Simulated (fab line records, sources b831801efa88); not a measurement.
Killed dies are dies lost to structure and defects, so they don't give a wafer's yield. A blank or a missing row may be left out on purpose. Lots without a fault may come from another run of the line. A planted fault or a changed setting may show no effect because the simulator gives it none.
Split-lot experiment | flow gf180mcu | 5 lots, 23 wafers read, on a route of 602 steps

THE SPLIT
At GF_V3_PEB_12 (peb time 90 s), the setting peb_temp_c was moved away from the recipe's 135 C on 8 of the 23 wafers read, by +0.8% to +2.0%. The other wafers ran this setting at the recipe's value.

FROM THE SPLIT TO THE READING: what the file shows between them, 1 step
- GF_V3_DEVELOP_13: develop time 60 s

THE READING
cd_nm, in nm, at GF_V3_CD_MEAS_14 (target cd 260 nm). Fault-free wafers of this fab line usually give 260.5 nm, standard deviation 1.2 nm.

wafer  | tool, chamber at the split | peb_temp_c as run, C | against the recipe | cd_nm, nm | against lot-mates on the recipe
L076.3 | litho_track-02, 0          | 135                  | recipe             | 260.4     | -
L076.4 | litho_track-02, 0          | 135                  | recipe             | 261.3     | -
L076.5 | litho_track-02, 0          | 135                  | recipe             | 261.6     | -
L078.1 | litho_track-03, 0          | 135                  | recipe             | 261.0     | -
L078.2 | litho_track-03, 0          | 136.1                | +0.8%              | 265.6     | +3.9
L078.4 | litho_track-03, 0          | 135                  | recipe             | 262.3     | -
L078.5 | litho_track-03, 0          | 135                  | recipe             | 261.7     | -
L078.6 | litho_track-03, 0          | 136.1                | +0.8%              | 264.5     | +2.8
L079.1 | litho_track-01, 0          | 137.3                | +1.7%              | 267.3     | +6.9
L079.2 | litho_track-01, 0          | 135                  | recipe             | 260.6     | -
L079.3 | litho_track-01, 0          | 137.3                | +1.7%              | 265.9     | +5.5
L079.5 | litho_track-01, 0          | 135                  | recipe             | 260.2     | -
L079.6 | litho_track-01, 0          | 137.3                | +1.7%              | 265.9     | +5.5
L082.1 | litho_track-01, 0          | 135                  | recipe             | 259.8     | -
L082.2 | litho_track-01, 0          | 135                  | recipe             | 262.5     | -
L082.3 | litho_track-01, 0          | 135                  | recipe             | 260.7     | -
L082.5 | litho_track-01, 0          | 135                  | recipe             | 261.1     | -
L082.6 | litho_track-01, 0          | 135                  | recipe             | 262.7     | -
L083.1 | litho_track-01, 0          | 137.7                | +2.0%              | 265.2     | +6.5
L083.2 | litho_track-01, 0          | 137.7                | +2.0%              | 265.3     | +6.6
L083.3 | litho_track-01, 0          | 135                  | recipe             | 259.4     | -
L083.4 | litho_track-01, 0          | 137.7                | +2.0%              | 265.1     | +6.4
L083.5 | litho_track-01, 0          | 135                  | recipe             | 258.0     | -

THE FIT
A straight line over all 23 wafers: cd_nm changes by +2.66 nm for each +1% of peb_temp_c; r = +0.86; the points scatter about the line by 1.3 nm.
The same after taking each lot's own level away (the mean of its wafers on the recipe; 23 wafers): +3.37 nm for each +1%; r = +0.97; scatter 0.75 nm.
On that fit, the largest move of peb_temp_c shifts the reading by 6.7 nm.
The lots' own levels span 258.70 to 261.67 nm, that is 2.5 times the standard deviation above.
So the lot-to-lot level changes the slope: the two fits differ.
Check: with one of the wafers moved furthest among these (+2.0%) left out of the fit, the line predicts +6.87 nm for it against its lot-mates. It came out at +6.5 nm against them.

OTHER SPLITS ON THESE WAFERS
These wafers also went through other splits before the reading. Each is held against what the fit with the lots' levels taken away leaves over:
other split on the same wafers | wafers away from the commonest value | r with cd_nm (lot level and that fit taken away)
GF_V3_CVD_02 time_s            | 4                                    | +0.01

THE WHOLE CHAIN: every reading that the file lists as answering this split, in the file's order
step             | what it does         | reading                                                   | change (the file's fit)              | r (the file's)
GF_V3_CD_MEAS_14 | target cd 260 nm     | cd_nm                                                     | +3.42 nm for each +1% of the setting | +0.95
GF_V3_ETCH_16    | etches BARC in N2/H2 | V3.cd_nm (the simulator's own value, which no gauge read) | +3.36 nm for each +1% of the setting | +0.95

THE FILE'S OWN FIT
cd_nm changes by +3.42 nm for each +1% of peb_temp_c, r = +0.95.
